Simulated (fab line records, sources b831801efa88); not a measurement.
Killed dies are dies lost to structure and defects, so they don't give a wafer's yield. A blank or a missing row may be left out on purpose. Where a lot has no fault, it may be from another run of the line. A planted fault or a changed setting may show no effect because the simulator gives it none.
fab line records -- flow gf180mcu -- part 1 of 2: steps 1 to 34 of 47
record lots=5, wafers=15, last_day=34
route steps=602 shown POLY_GATE@171 HV_LDD@176
lots that met no fault: taken from a fault-free run of the same line
start_h: start of the lot's first displayed wafer, in hours after the record's first day -- wait_h: hours elapsed since this lot's preceding step -- " identical to the entry in the row above -- L1.1+2: one row covering several wafers at once -- - value missing, or start not given -- * or withheld: withheld -- < > ~ a bound
route shown NAME@n: NAME is a module with steps in the file, n the number in the route of the first one -- usual: mean/standard deviation taken from wafers without a fault -- same: alike in all rows -- chamber/n: place in a boat -- sites: each site's reading -- _std_site: standard deviation across them -- _edge_site: inner sites' mean taken away from outer sites' mean -- radius_mm: how far each site lies from the wafer's centre -- mask NAME#n: copy n -- behind: tool/chamber where the wafer was last shaped -- hold: reason for holding the lot/hours on hold/outcome of the hold -- device: the n, p or np transistor that did not switch -- end of line: at the end of the route, the tests of the same wafers -- a step with no rows: only its recipe -- killed: count of dies lost to structure and defects at first sort (not the wafer's yield) -- map: a wafer's dies, marking killed ones x, the rest . and places with no die _
set.NAME: the run value of the setting; set.NAME@STEP: its run value at that earlier step -- model.NAME: the simulator's own value behind a step, which no gauge read
lots at some steps of the route; a table a step, a row a wafer
services: when a tool's chamber went out of use (start_h, in hours from the record's first day, below 0 if earlier), for how many hours, and the reason
## steps
# step GF_POLY_GATE_STRIP_14
# recipe chemistry=O2/N2, power_w=1400, pressure_mtorr=1500, platen_temp_c=250, o2_flow_sccm=3000, n2_flow_sccm=300, overash_fraction=0.5
# usual drypump_motor_current_A=5.7/0.54, heater_power_w=325/15, oes_product_au=0.505/0.0047
lot.wafer,tool,chamber,start_h,wait_h,drypump_motor_current_A,heater_power_w,oes_product_au,rf_hours_counter_h
L078.1,plasma_asher-01,0,223.42,0.0,5.0,315,0.506,39
L078.4,plasma_asher-01,1,223.42,0.0,6.1,348,0.511,-
L078.6,plasma_asher-01,0,223.42,0.0,5.0,327,0.507,-
L080.1,plasma_asher-02,1,240.32,0.0,5.6,330,0.510,53
L080.3,plasma_asher-02,1,240.32,0.0,5.6,332,0.498,-
L080.4,plasma_asher-02,0,240.32,0.0,6.1,319,0.498,-
L082.3,plasma_asher-02,1,252.10,0.1,5.6,341,0.493,-
L082.4,plasma_asher-02,0,252.10,0.1,6.1,322,0.505,-
L082.6,plasma_asher-02,0,252.10,0.1,6.1,318,0.511,-
L088.4,plasma_asher-04,0,296.26,0.1,6.6,329,0.506,-
L088.5,plasma_asher-04,0,296.26,0.1,6.6,331,0.513,-
L088.6,plasma_asher-04,1,296.26,0.1,5.3,304,0.507,-
L095.2,plasma_asher-01,1,346.07,0.0,6.1,349,0.504,51
L095.5,plasma_asher-01,0,346.07,0.0,5.0,320,0.505,-
L095.6,plasma_asher-01,1,346.07,0.0,6.1,355,0.506,-
# step GF_POLY_GATE_CLEAN_15
# recipe chemistry=SC1/SC2, mix=1:4:20, temp_c=70, time_s=150, dry=n2_spin
lot.wafer,tool,chamber,start_h,wait_h
L078.1+4+6,wet_bench-02,1,223.52,0.1
L080.1+3+4,wet_bench-02,3,240.42,0.1
L082.3+4+6,wet_bench-03,0,252.17,0.0
L088.4+5+6,wet_bench-01,1,296.33,0.0
L095.2+5+6,wet_bench-03,2,346.17,0.1
# step GF_POLY_GATE_OXIDATION_16
# recipe temp_c=850, ambient=O2, stabilise_s=600, purge_s=300, target_thk_a=40, ox_time_s=899
lot.wafer,tool,chamber,start_h,wait_h
L078.1+4+6,furnace-01,0,224.27,0.7
L080.1+3+4,furnace-01,0,240.97,0.5
L082.3+4+6,furnace-02,0,252.22,0.0
L088.4+5+6,furnace-01,0,296.51,0.1
L095.2+5+6,furnace-02,0,351.84,5.6
# step GF_POLY_GATE_THK_MEAS_17
# recipe reads=SiO2_of_POLY_GATE_OXIDATION_16
# usual POLY_GATE_OXIDATION_THK=4.01/0.089
lot.wafer,tool,chamber,start_h,wait_h,POLY_GATE_OXIDATION_THK[nm]
L078.1,film_metro-03,-,225.52,0.0,4.20
L078.4,film_metro-03,-,225.52,0.0,4.10
L078.6,film_metro-03,-,225.52,0.0,4.15
L080.1,film_metro-01,-,242.22,0.0,4.05
L080.3,film_metro-01,-,242.22,0.0,4.10
L080.4,film_metro-01,-,242.22,0.0,4.15
L082.3,film_metro-04,-,253.49,0.0,3.91
L082.4,film_metro-04,-,253.49,0.0,3.94
L082.6,film_metro-04,-,253.49,0.0,3.90
L088.4,film_metro-01,-,297.79,0.0,3.98
L088.5,film_metro-01,-,297.79,0.0,3.96
L088.6,film_metro-01,-,297.79,0.0,4.00
L095.2,film_metro-04,-,353.10,0.0,3.91
L095.5,film_metro-04,-,353.10,0.0,3.94
L095.6,film_metro-04,-,353.10,0.0,3.86
# step GF_POLY_GATE_CD_MEAS_18
# usual cd_nm=279.7/1.6
lot.wafer,tool,chamber,start_h,wait_h,cd_nm
L078.1,cd_sem-02,-,225.58,0.1,278.0
L078.4,cd_sem-02,-,225.58,0.1,278.6
L078.6,cd_sem-02,-,225.58,0.1,277.2
L080.1,cd_sem-01,-,242.28,0.1,279.9
L080.3,cd_sem-01,-,242.28,0.1,279.1
L080.4,cd_sem-01,-,242.28,0.1,277.8
L082.3,cd_sem-01,-,253.58,0.1,280.4
L082.4,cd_sem-01,-,253.58,0.1,278.2
L082.6,cd_sem-01,-,253.58,0.1,279.1
L088.4,cd_sem-01,-,297.91,0.1,280.3
L088.5,cd_sem-01,-,297.91,0.1,280.9
L088.6,cd_sem-01,-,297.91,0.1,281.3
L095.2,cd_sem-01,-,353.18,0.1,279.0
L095.5,cd_sem-01,-,353.18,0.1,280.1
L095.6,cd_sem-01,-,353.18,0.1,278.2
# step GF_HV_LDD_DEHYDRATE_00
# recipe temp_c=200, time_s=60
lot.wafer,tool,chamber,start_h,wait_h
L078.1+4+6,litho_track-03,0,234.06,8.5
L080.1+3+4,litho_track-03,0,251.36,9.1
L082.3+4+6,litho_track-02,0,262.97,9.4
L088.4+5+6,litho_track-04,0,307.19,9.3
L095.2+5+6,litho_track-02,0,362.34,9.1
# step GF_HV_LDD_HMDS_01
# recipe prime_time_s=60, prime_temp_c=120
lot.wafer,tool,chamber,start_h,wait_h
L078.1+4+6,litho_track-03,0,234.21,0.1
L080.1+3+4,litho_track-03,0,251.51,0.1
L082.3+4+6,litho_track-02,0,263.12,0.1
L088.4+5+6,litho_track-04,0,307.34,0.1
L095.2+5+6,litho_track-02,0,362.49,0.1
# step GF_HV_LDD_COAT_02
# recipe resist=NOVOLAK, spin_rpm=3000, resist_thk_nm=1000
# usual spin_speed_rpm=3000.3/1.9
lot.wafer,tool,chamber,start_h,wait_h,spin_speed_rpm
L078.1,litho_track-03,0,234.36,0.1,2998.2
L078.4,litho_track-03,0,234.36,0.1,3000.0
L078.6,litho_track-03,0,234.36,0.1,2998.7
L080.1,litho_track-03,0,251.66,0.1,3000.7
L080.3,litho_track-03,0,251.66,0.1,3003.5
L080.4,litho_track-03,0,251.66,0.1,2998.2
L082.3,litho_track-02,0,263.27,0.1,2998.8
L082.4,litho_track-02,0,263.27,0.1,3001.3
L082.6,litho_track-02,0,263.27,0.1,3001.1
L088.4,litho_track-04,0,307.49,0.1,2999.5
L088.5,litho_track-04,0,307.49,0.1,3000.0
L088.6,litho_track-04,0,307.49,0.1,3002.0
L095.2,litho_track-02,0,362.64,0.1,3001.0
L095.5,litho_track-02,0,362.64,0.1,3004.1
L095.6,litho_track-02,0,362.64,0.1,2999.2
# step GF_HV_LDD_SOFTBAKE_03
# recipe temp_c=90, time_s=60, resist=NOVOLAK
lot.wafer,tool,chamber,start_h,wait_h
L078.1+4+6,litho_track-03,0,234.51,0.1
L080.1+3+4,litho_track-03,0,251.81,0.1
L082.3+4+6,litho_track-02,0,263.42,0.1
L088.4+5+6,litho_track-04,0,307.64,0.1
L095.2+5+6,litho_track-02,0,362.79,0.1
# step GF_HV_LDD_EXPOSE_04
# recipe mask_id=Nplus_LV_AREA, target_cd_nm=400, na=0.6, source_shape=conventional, sigma_outer=0.6, dose_mj=140
lot.wafer,tool,chamber,start_h,wait_h,mask
L078.1+4+6,iline_stepper-02,0,-,-,Nplus_LV_AREA#0
L080.1+3+4,iline_stepper-02,0,-,-,Nplus_LV_AREA#0
L082.3+4+6,iline_stepper-02,0,-,-,Nplus_LV_AREA#0
L088.4+5+6,iline_stepper-01,0,-,-,Nplus_LV_AREA#0
L095.2+5+6,iline_stepper-02,0,-,-,Nplus_LV_AREA#0
# step GF_HV_LDD_PEB_05
# recipe temp_c=withheld, time_s=*, resist=NOVOLAK
lot.wafer,tool,chamber,start_h,wait_h
L078.1+4+6,litho_track-03,0,-,-
L080.1+3+4,litho_track-04,0,-,-
L082.3+4+6,litho_track-02,0,-,-
L088.4+5+6,litho_track-02,0,-,-
L095.2+5+6,litho_track-03,0,-,-
# step GF_HV_LDD_DEVELOP_06
# recipe develop_time_s=60, dev_temp_c=23
lot.wafer,tool,chamber,start_h,wait_h
L078.1+4+6,litho_track-03,0,243.56,0.1
L080.1+3+4,litho_track-04,0,260.62,0.1
L082.3+4+6,litho_track-02,0,272.92,0.1
L088.4+5+6,litho_track-02,0,317.89,0.1
L095.2+5+6,litho_track-03,0,374.28,0.1
# step GF_HV_LDD_CD_MEAS_07
# recipe target_cd_nm=400
# usual cd_nm=400.5/2.1
lot.wafer,tool,chamber,start_h,wait_h,cd_nm
L078.1,cd_sem-02,-,243.71,0.1,402.3
L078.4,cd_sem-02,-,243.71,0.1,402.3
L078.6,cd_sem-02,-,243.71,0.1,400.6
L080.1,cd_sem-02,-,260.77,0.1,402.9
L080.3,cd_sem-02,-,260.77,0.1,403.3
L080.4,cd_sem-02,-,260.77,0.1,401.6
L082.3,cd_sem-01,-,273.06,0.1,401.6
L082.4,cd_sem-01,-,273.06,0.1,400.8
L082.6,cd_sem-01,-,273.06,0.1,398.4
L088.4,cd_sem-01,-,318.03,0.1,399.8
L088.5,cd_sem-01,-,318.03,0.1,398.7
L088.6,cd_sem-01,-,318.03,0.1,398.1
L095.2,cd_sem-01,-,374.43,0.1,398.5
L095.5,cd_sem-01,-,374.43,0.1,398.8
L095.6,cd_sem-01,-,374.43,0.1,397.0
# step GF_HV_LDD_OVL_MEAS_08
# usual HV_LDD_OVL=-0.1/1.5
lot.wafer,tool,chamber,start_h,wait_h,HV_LDD_OVL[nm]
L078.1,overlay-01,-,243.83,0.1,-1.3
L078.4,overlay-01,-,243.83,0.1,-1.1
L078.6,overlay-01,-,243.83,0.1,-1.0
L080.1,overlay-02,-,260.89,0.1,0.3
L080.3,overlay-02,-,260.89,0.1,0.3
L080.4,overlay-02,-,260.89,0.1,1.6
L082.3,overlay-02,-,273.15,0.1,-1.2
L082.4,overlay-02,-,273.15,0.1,-0.3
L082.6,overlay-02,-,273.15,0.1,-0.7
L088.4,overlay-02,-,318.11,0.1,-1.7
L088.5,overlay-02,-,318.11,0.1,-2.5
L088.6,overlay-02,-,318.11,0.1,-0.8
L095.2,overlay-01,-,374.53,0.1,1.8
L095.5,overlay-01,-,374.53,0.1,1.0
L095.6,overlay-01,-,374.53,0.1,1.5
# step GF_HV_LDD_IMPLANT_09
# recipe species=As, energy_kev=40, dose_cm2=1e+14, tilt_deg=7
lot.wafer,tool,chamber,start_h,wait_h
L078.1+4+6,implanter-03,0,243.87,0.0
L080.1+3+4,implanter-02,0,260.92,0.0
L082.3+4+6,implanter-03,0,273.23,0.1
L088.4+5+6,implanter-02,0,318.20,0.1
L095.2+5+6,implanter-04,0,374.59,0.0
# step GF_HV_LDD_STRIP_10
# recipe chemistry=O2/N2, power_w=1400, pressure_mtorr=1500, platen_temp_c=250, o2_flow_sccm=3000, n2_flow_sccm=300, overash_fraction=0.5
# usual drypump_motor_current_A=5.6/0.5, heater_power_w=351/33, oes_product_au=0.716/0.0045, strip_time_to_endpoint_s=12.62/0.037
lot.wafer,tool,chamber,start_h,wait_h,drypump_motor_current_A,heater_power_w,oes_product_au,rf_hours_counter_h,strip_time_to_endpoint_s
L078.1,plasma_asher-04,0,244.02,0.1,6.5,325,0.723,66,12.61
L078.4,plasma_asher-04,1,244.02,0.1,5.3,296,0.711,-,12.61
L078.6,plasma_asher-04,0,244.02,0.1,6.5,321,0.717,-,12.63
L080.1,plasma_asher-03,0,261.07,0.1,5.3,389,0.711,16,12.63
L080.3,plasma_asher-03,0,261.07,0.1,5.3,393,0.725,-,12.59
L080.4,plasma_asher-03,1,261.07,0.1,5.7,369,0.716,-,12.63
L082.3,plasma_asher-03,1,273.36,0.1,5.7,367,0.715,-,12.60
L082.4,plasma_asher-03,0,273.36,0.1,5.3,397,0.715,-,12.64
L082.6,plasma_asher-03,0,273.36,0.1,5.3,403,0.716,-,12.61
L088.4,plasma_asher-01,0,318.31,0.1,5.0,327,0.715,-,12.53
L088.5,plasma_asher-01,1,318.31,0.1,6.1,347,0.707,-,12.55
L088.6,plasma_asher-01,0,318.31,0.1,5.0,324,0.720,-,12.52
L095.2,plasma_asher-03,1,374.71,0.1,5.7,369,0.713,27,12.65
L095.5,plasma_asher-03,0,374.71,0.1,5.3,386,0.717,-,12.64
L095.6,plasma_asher-03,1,374.71,0.1,5.7,374,0.712,-,12.66
# step GF_HV_LDD_TW_MEAS_11
# usual HV_LDD_TW=2405/27
lot.wafer,tool,chamber,start_h,wait_h,HV_LDD_TW
L078.1,film_metro-04,-,244.12,0.1,2417
L078.4,film_metro-04,-,244.12,0.1,2418
L078.6,film_metro-04,-,244.12,0.1,2424
L080.1,film_metro-02,-,261.23,0.1,2376
L080.3,film_metro-02,-,261.23,0.1,2392
L080.4,film_metro-02,-,261.23,0.1,2376
L082.3,film_metro-03,-,273.45,0.1,2390
L082.4,film_metro-03,-,273.45,0.1,2389
L082.6,film_metro-03,-,273.45,0.1,2390
L088.4,film_metro-04,-,318.40,0.1,2451
L088.5,film_metro-04,-,318.40,0.1,2462
L088.6,film_metro-04,-,318.40,0.1,2464
L095.2,film_metro-03,-,374.82,0.1,2399
L095.5,film_metro-03,-,374.82,0.1,2414
L095.6,film_metro-03,-,374.82,0.1,2386
# step GF_HV_LDD_DEHYDRATE_12
# recipe temp_c=200, time_s=60
lot.wafer,tool,chamber,start_h,wait_h
L078.1+4+6,litho_track-02,0,252.87,8.7
L080.1+3+4,litho_track-02,0,270.17,8.9
L082.3+4+6,litho_track-02,0,282.32,8.9
L088.4+5+6,litho_track-02,0,328.34,9.9
L095.2+5+6,litho_track-02,0,384.99,10.2
# step GF_HV_LDD_HMDS_13
# recipe prime_time_s=60, prime_temp_c=120
lot.wafer,tool,chamber,start_h,wait_h
L078.1+4+6,litho_track-02,0,253.02,0.1
L080.1+3+4,litho_track-02,0,270.32,0.1
L082.3+4+6,litho_track-02,0,282.47,0.1
L088.4+5+6,litho_track-02,0,328.49,0.1
L095.2+5+6,litho_track-02,0,385.14,0.1
# step GF_HV_LDD_COAT_14
# recipe resist=NOVOLAK, spin_rpm=3000, resist_thk_nm=1000
# usual spin_speed_rpm=3000.2/1.5
lot.wafer,tool,chamber,start_h,wait_h,spin_speed_rpm
L078.1,litho_track-02,0,253.17,0.1,2998.6
L078.4,litho_track-02,0,253.17,0.1,2995.7
L078.6,litho_track-02,0,253.17,0.1,2999.5
L080.1,litho_track-02,0,270.47,0.1,2999.4
L080.3,litho_track-02,0,270.47,0.1,2998.8
L080.4,litho_track-02,0,270.47,0.1,2999.7
L082.3,litho_track-02,0,282.62,0.1,2997.5
L082.4,litho_track-02,0,282.62,0.1,2994.9
L082.6,litho_track-02,0,282.62,0.1,3000.0
L088.4,litho_track-02,0,328.64,0.1,3000.5
L088.5,litho_track-02,0,328.64,0.1,2996.9
L088.6,litho_track-02,0,328.64,0.1,3001.0
L095.2,litho_track-02,0,385.29,0.1,3001.1
L095.5,litho_track-02,0,385.29,0.1,3001.5
L095.6,litho_track-02,0,385.29,0.1,3001.7
# step GF_HV_LDD_SOFTBAKE_15
# recipe temp_c=90, time_s=60, resist=NOVOLAK
lot.wafer,tool,chamber,start_h,wait_h
L078.1+4+6,litho_track-02,0,253.32,0.1
L080.1+3+4,litho_track-02,0,270.62,0.1
L082.3+4+6,litho_track-02,0,282.77,0.1
L088.4+5+6,litho_track-02,0,328.79,0.1
L095.2+5+6,litho_track-02,0,385.44,0.1
# step GF_HV_LDD_EXPOSE_16
# recipe mask_id=Pplus_LV_AREA, target_cd_nm=400, na=0.6, source_shape=conventional, sigma_outer=0.6, dose_mj=140
lot.wafer,tool,chamber,start_h,wait_h,mask
L078.1+4+6,iline_stepper-02,0,-,-,Pplus_LV_AREA#0
L080.1+3+4,iline_stepper-02,0,-,-,Pplus_LV_AREA#0
L082.3+4+6,iline_stepper-02,0,-,-,Pplus_LV_AREA#0
L088.4+5+6,iline_stepper-02,0,-,-,Pplus_LV_AREA#0
L095.2+5+6,iline_stepper-02,0,-,-,Pplus_LV_AREA#0
# step GF_HV_LDD_PEB_17
# recipe temp_c=withheld, time_s=*, resist=NOVOLAK
lot.wafer,tool,chamber,start_h,wait_h
L078.1+4+6,litho_track-02,0,-,-
L080.1+3+4,litho_track-02,0,-,-
L082.3+4+6,litho_track-02,0,-,-
L088.4+5+6,litho_track-04,0,-,-
L095.2+5+6,litho_track-04,0,-,-
# step GF_HV_LDD_DEVELOP_18
# recipe develop_time_s=60, dev_temp_c=23
lot.wafer,tool,chamber,start_h,wait_h
L078.1+4+6,litho_track-02,0,262.77,0.1
L080.1+3+4,litho_track-02,0,280.17,0.1
L082.3+4+6,litho_track-02,0,292.07,0.1
L088.4+5+6,litho_track-04,0,339.49,0.1
L095.2+5+6,litho_track-04,0,396.89,0.1
# step GF_HV_LDD_CD_MEAS_19
# recipe target_cd_nm=400
# usual cd_nm=400.5/2.2
lot.wafer,tool,chamber,start_h,wait_h,cd_nm
L078.1,cd_sem-01,-,262.92,0.1,401.0
L078.4,cd_sem-01,-,262.92,0.1,401.3
L078.6,cd_sem-01,-,262.92,0.1,401.0
L080.1,cd_sem-01,-,280.38,0.2,404.9
L080.3,cd_sem-01,-,280.38,0.2,403.4
L080.4,cd_sem-01,-,280.38,0.2,401.6
L082.3,cd_sem-01,-,292.21,0.1,398.3
L082.4,cd_sem-01,-,292.21,0.1,399.3
L082.6,cd_sem-01,-,292.21,0.1,396.7
L088.4,cd_sem-01,-,339.63,0.1,399.0
L088.5,cd_sem-01,-,339.63,0.1,397.3
L088.6,cd_sem-01,-,339.63,0.1,398.5
L095.2,cd_sem-02,-,397.03,0.1,400.1
L095.5,cd_sem-02,-,397.03,0.1,398.2
L095.6,cd_sem-02,-,397.03,0.1,400.9
# step GF_HV_LDD_OVL_MEAS_20
# usual HV_LDD_01_OVL=-0.2/1.6
lot.wafer,tool,chamber,start_h,wait_h,HV_LDD_01_OVL[nm]
L078.1,overlay-01,-,263.04,0.1,1.7
L078.4,overlay-01,-,263.04,0.1,3.0
L078.6,overlay-01,-,263.04,0.1,2.0
L080.1,overlay-02,-,280.50,0.1,1.0
L080.3,overlay-02,-,280.50,0.1,1.4
L080.4,overlay-02,-,280.50,0.1,-0.1
L082.3,overlay-01,-,292.30,0.1,-1.4
L082.4,overlay-01,-,292.30,0.1,-1.1
L082.6,overlay-01,-,292.30,0.1,-0.5
L088.4,overlay-01,-,339.70,0.1,-1.9
L088.5,overlay-01,-,339.70,0.1,-2.5
L088.6,overlay-01,-,339.70,0.1,-1.0
L095.2,overlay-02,-,397.14,0.1,-0.5
L095.5,overlay-02,-,397.14,0.1,1.1
L095.6,overlay-02,-,397.14,0.1,0.2
# step GF_HV_LDD_IMPLANT_21
# recipe species=BF2, energy_kev=25, dose_cm2=5e+13, tilt_deg=7
lot.wafer,tool,chamber,start_h,wait_h
L078.1+4+6,implanter-02,0,263.08,0.0
L080.1+3+4,implanter-03,0,280.53,0.0
L082.3+4+6,implanter-02,0,292.37,0.1
L088.4+5+6,implanter-02,0,339.80,0.1
L095.2+5+6,implanter-03,0,397.20,0.0
# step GF_HV_LDD_STRIP_22
# recipe chemistry=O2/N2, power_w=1400, pressure_mtorr=1500, platen_temp_c=250, o2_flow_sccm=3000, n2_flow_sccm=300, overash_fraction=0.5
# usual drypump_motor_current_A=5.7/0.56, heater_power_w=337/28, oes_product_au=0.715/0.0049, strip_time_to_endpoint_s=12.63/0.033
lot.wafer,tool,chamber,start_h,wait_h,drypump_motor_current_A,heater_power_w,oes_product_au,rf_hours_counter_h,strip_time_to_endpoint_s
L078.1,plasma_asher-01,1,263.23,0.1,6.1,348,0.723,43,12.66
L078.4,plasma_asher-01,0,263.23,0.1,5.0,323,0.721,-,12.68
L078.6,plasma_asher-01,0,263.23,0.1,4.9,323,0.715,-,12.63
L080.1,plasma_asher-01,1,280.68,0.1,6.1,346,0.716,45,12.61
L080.3,plasma_asher-01,0,280.68,0.1,5.0,322,0.717,-,12.61
L080.4,plasma_asher-01,1,280.68,0.1,6.1,341,0.711,-,12.63
L082.3,plasma_asher-04,1,292.51,0.1,5.3,300,0.721,-,12.70
L082.4,plasma_asher-04,0,292.51,0.1,6.5,329,0.706,-,12.70
L082.6,plasma_asher-04,1,292.51,0.1,5.3,306,0.714,-,12.70
L088.4,plasma_asher-04,0,339.90,0.1,6.5,328,0.707,-,12.66
L088.5,plasma_asher-04,0,339.90,0.1,6.5,320,0.721,-,12.68
L088.6,plasma_asher-04,1,339.90,0.1,5.3,305,0.716,-,12.63
L095.2,plasma_asher-01,0,397.32,0.1,5.0,331,0.716,56,12.71
L095.5,plasma_asher-01,0,397.32,0.1,5.0,316,0.716,-,12.70
L095.6,plasma_asher-01,1,397.32,0.1,6.1,332,0.712,-,12.69
# step GF_HV_LDD_TW_MEAS_23
# usual HV_LDD_2_TW=1055/12
lot.wafer,tool,chamber,start_h,wait_h,HV_LDD_2_TW
L078.1,film_metro-02,-,263.33,0.1,1044
L078.4,film_metro-02,-,263.33,0.1,1043
L078.6,film_metro-02,-,263.33,0.1,1050
L080.1,film_metro-04,-,280.78,0.1,1069
L080.3,film_metro-04,-,280.78,0.1,1075
L080.4,film_metro-04,-,280.78,0.1,1076
L082.3,film_metro-04,-,292.59,0.1,1065
L082.4,film_metro-04,-,292.59,0.1,1070
L082.6,film_metro-04,-,292.59,0.1,1071
L088.4,film_metro-02,-,340.00,0.1,1047
L088.5,film_metro-02,-,340.00,0.1,1047
L088.6,film_metro-02,-,340.00,0.1,1044
L095.2,film_metro-03,-,397.43,0.1,1053
L095.5,film_metro-03,-,397.43,0.1,1050
L095.6,film_metro-03,-,397.43,0.1,1046
# step GF_HV_LDD_DEHYDRATE_24
# recipe temp_c=200, time_s=60
lot.wafer,tool,chamber,start_h,wait_h
L078.1+4+6,litho_track-03,0,272.16,8.8
L080.1+3+4,litho_track-02,0,289.92,9.1
L082.3+4+6,litho_track-03,0,302.21,9.6
L088.4+5+6,litho_track-02,0,350.54,10.5
L095.2+5+6,litho_track-02,0,408.14,10.7
# step GF_HV_LDD_HMDS_25
# recipe prime_time_s=60, prime_temp_c=120
lot.wafer,tool,chamber,start_h,wait_h
L078.1+4+6,litho_track-03,0,272.31,0.1
L080.1+3+4,litho_track-02,0,290.07,0.1
L082.3+4+6,litho_track-03,0,302.36,0.1
L088.4+5+6,litho_track-02,0,350.69,0.1
L095.2+5+6,litho_track-02,0,408.29,0.1
# step GF_HV_LDD_COAT_26
# recipe resist=NOVOLAK, spin_rpm=3000, resist_thk_nm=1000
# usual spin_speed_rpm=2999.6/1.9
lot.wafer,tool,chamber,start_h,wait_h,spin_speed_rpm
L078.1,litho_track-03,0,272.46,0.1,3003.9
L078.4,litho_track-03,0,272.46,0.1,3002.4
L078.6,litho_track-03,0,272.46,0.1,2999.7
L080.1,litho_track-02,0,290.22,0.1,2996.2
L080.3,litho_track-02,0,290.22,0.1,2998.6
L080.4,litho_track-02,0,290.22,0.1,2997.5
L082.3,litho_track-03,0,302.51,0.1,2998.3
L082.4,litho_track-03,0,302.51,0.1,3001.1
L082.6,litho_track-03,0,302.51,0.1,3002.9
L088.4,litho_track-02,0,350.84,0.1,3001.7
L088.5,litho_track-02,0,350.84,0.1,3002.0
L088.6,litho_track-02,0,350.84,0.1,3000.7
L095.2,litho_track-02,0,408.44,0.1,2996.6
L095.5,litho_track-02,0,408.44,0.1,2995.5
L095.6,litho_track-02,0,408.44,0.1,3000.6
# step GF_HV_LDD_SOFTBAKE_27
# recipe temp_c=90, time_s=60, resist=NOVOLAK
lot.wafer,tool,chamber,start_h,wait_h
L078.1+4+6,litho_track-03,0,272.61,0.1
L080.1+3+4,litho_track-02,0,290.37,0.1
L082.3+4+6,litho_track-03,0,302.66,0.1
L088.4+5+6,litho_track-02,0,350.99,0.1
L095.2+5+6,litho_track-02,0,408.59,0.1
# step GF_HV_LDD_EXPOSE_28
# recipe mask_id=Nplus_HV_AREA, target_cd_nm=400, na=0.6, source_shape=conventional, sigma_outer=0.6, dose_mj=140
lot.wafer,tool,chamber,start_h,wait_h,mask
L078.1+4+6,iline_stepper-02,0,-,-,Nplus_HV_AREA#0
L080.1+3+4,iline_stepper-01,0,-,-,Nplus_HV_AREA#0
L082.3+4+6,iline_stepper-02,0,-,-,Nplus_HV_AREA#0
L088.4+5+6,iline_stepper-02,0,-,-,Nplus_HV_AREA#0
L095.2+5+6,iline_stepper-02,0,-,-,Nplus_HV_AREA#0
